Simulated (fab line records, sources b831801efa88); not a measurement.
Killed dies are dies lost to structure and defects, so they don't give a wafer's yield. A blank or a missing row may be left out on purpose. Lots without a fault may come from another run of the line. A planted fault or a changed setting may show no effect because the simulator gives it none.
A struck lot beside a sound one | flow gf180mcu | 27 steps out of a route of 602
Sound: wafers L847.1, L847.3, L847.6. Struck: wafers L849.1, L849.2, L849.4. The cause comes at the end.
At each step with rows: each side's tool, then ch and its chambers, then its first start. Under that, the readings that differ: sound wafers | struck wafers | difference of the means | sigmas: that difference in standard deviations of wafers without a fault.
alike: readings whose means differ by less than 2 such deviations, and words and numbers that are the same on both sides. not compared: withheld readings, readings that some wafer has no value for, bounds like >300 that may hide the same value, and numbers for which the record gives no deviation and whose values overlap.
The two part at a step that has a row with sigmas, a row that says differs or no value, or rows on one side only. Numbers that don't overlap but have no deviation are shown without sigmas and don't part them. A reading that every wafer of one side lacks parts them only if that side has two wafers or more.

GF_V2_ETCH_16: etches BARC in N2/H2.
  sound on rie_diel-04 ch 0,1,3, day 25 13:50; struck on rie_diel-03 ch 0,2,3, day 26 06:28
  alike: drypump_motor_current_A, oes_product_au, throttle_valve_pct
GF_V2_ETCH_17: etches SiO2 in C4F8/O2/Ar, stops on TiN, target depth 630 nm.
  sound on rie_diel-04 ch 0,1,3; struck on rie_diel-03 ch 0,2,3
  alike: oes_product_au
then, 3 steps without rows for these wafers: GF_V2_STRIP_18 (strips in O2/N2); GF_V2_STRIP_19 (strips in post etch residue remover, time 1200 s); GF_V2_CLEAN_20 (cleans in DIW).
GF_V2_SPUTTER_21: material Ti, target thk 15 nm, time 80.02 s.
  sound on pvd_sputter-04, day 25 14:30; struck on pvd_sputter-02, day 26 07:07
  alike: cathode_dc_power_W, chamber_pressure_pa, throttle_valve_pct
GF_V2_SPUTTER_22: material TiN, target thk 10 nm, time 40 s.
  sound on pvd_sputter-04, day 25 14:34; struck on pvd_sputter-02, day 26 07:11
  alike: cathode_dc_power_W, chamber_pressure_pa, throttle_valve_pct
GF_V2_CVD_23: deposits W, target thk 350 nm, time 104.94 s.
  sound on cvd_w-02 ch 1, day 25 14:36; struck on cvd_w-02 ch 0,1, day 26 07:13
  alike: chamber_pressure_Torr, heater_power_w, susceptor_temp_C
GF_V2_RS_MEAS_24: measures by four-point-probe.
  sound on film_metro-04, day 25 14:49; struck on film_metro-02, day 26 07:20
  alike: V2_W_RS
GF_V2_THK_MEAS_25: measures by xrf.
  sound on film_metro-04, day 25 14:56; struck on film_metro-02, day 26 07:27
  alike: V2_W_THK
then, 2 steps without rows for these wafers: GF_V2_CMP_26 (polishes, stops on SiO2, t overpolish 15 s, target thk 0 nm); GF_M3_SPUTTER_00 (material Ti, target thk 37.5 nm, time 150 s).
GF_M3_SPUTTER_01: material TiN, target thk 30 nm, time 25 s.
  sound on pvd_sputter-03, day 25 15:35; struck on pvd_sputter-03, day 26 08:01
  no value came back on the struck wafers for cathode_dc_power_W (W), chamber_pressure_pa (Pa), throttle_valve_pct (%); on the sound wafers cathode_dc_power_W (W) reads 6500.1 6500.2 6500.4
then, 10 steps without rows for these wafers: GF_M3_SPUTTER_02 (material AlCu, target thk 450 nm, time 23.9 s); GF_M3_SPUTTER_03 (material Ti, target thk 10 nm, time 6.7 s); GF_M3_SPUTTER_04 (material TiN, target thk 50 nm, time 41.7 s); GF_M3_DEHYDRATE_07 (time 60 s); GF_M3_HMDS_08 (prime time 60 s); GF_M3_COAT_09 (resist thk 1000 nm); GF_M3_SOFTBAKE_10 (time 60 s); GF_M3_EXPOSE_11 (exposes mask Metal3, target cd 280 nm); GF_M3_PEB_12 (peb time 90 s); GF_M3_DEVELOP_13 (develop time 60 s).
GF_M3_CD_MEAS_14: target cd 280 nm.
  sound on cd_sem-01, day 26 12:43; struck on cd_sem-02, day 27 04:35
  alike: cd_nm
GF_M3_OVL_MEAS_15:
  sound on overlay-02, day 26 12:50; struck on overlay-01, day 27 04:43
  reading     | sound  | struck    | difference | sigmas
  M3_OVL (nm) | 4 4 11 | 0 -10 -12 | -14        | -2
GF_M3_METAL_ETCH_16: etches the open film in Cl2/BCl3, stops on SiO2, target depth 627.5 nm, time 104.6 s.
  sound on rie_metal-04 ch 1, day 26 12:52; struck on rie_metal-03 ch 0,1, day 27 04:45
  reading                | sound                | struck               | difference | sigmas
  oes_product_au (a.u.)  | 0.976 0.971 0.971    | 0.940 0.944 0.945    | -0.030     | -4
  throttle_valve_pct (%) | 28.259 28.245 28.252 | 28.283 28.271 28.274 | +0.024     | +2
  alike: bcl3_flow_sccm, drypump_motor_current_A
  not compared: rf_hours_counter_h
then, 1 step without rows for these wafers: GF_M3_STRIP_17 (strips in O2/N2).

WHERE THEY PART
First at GF_M3_SPUTTER_01; last, within this record, at GF_M3_METAL_ETCH_16.

WHY: what the simulator had put in
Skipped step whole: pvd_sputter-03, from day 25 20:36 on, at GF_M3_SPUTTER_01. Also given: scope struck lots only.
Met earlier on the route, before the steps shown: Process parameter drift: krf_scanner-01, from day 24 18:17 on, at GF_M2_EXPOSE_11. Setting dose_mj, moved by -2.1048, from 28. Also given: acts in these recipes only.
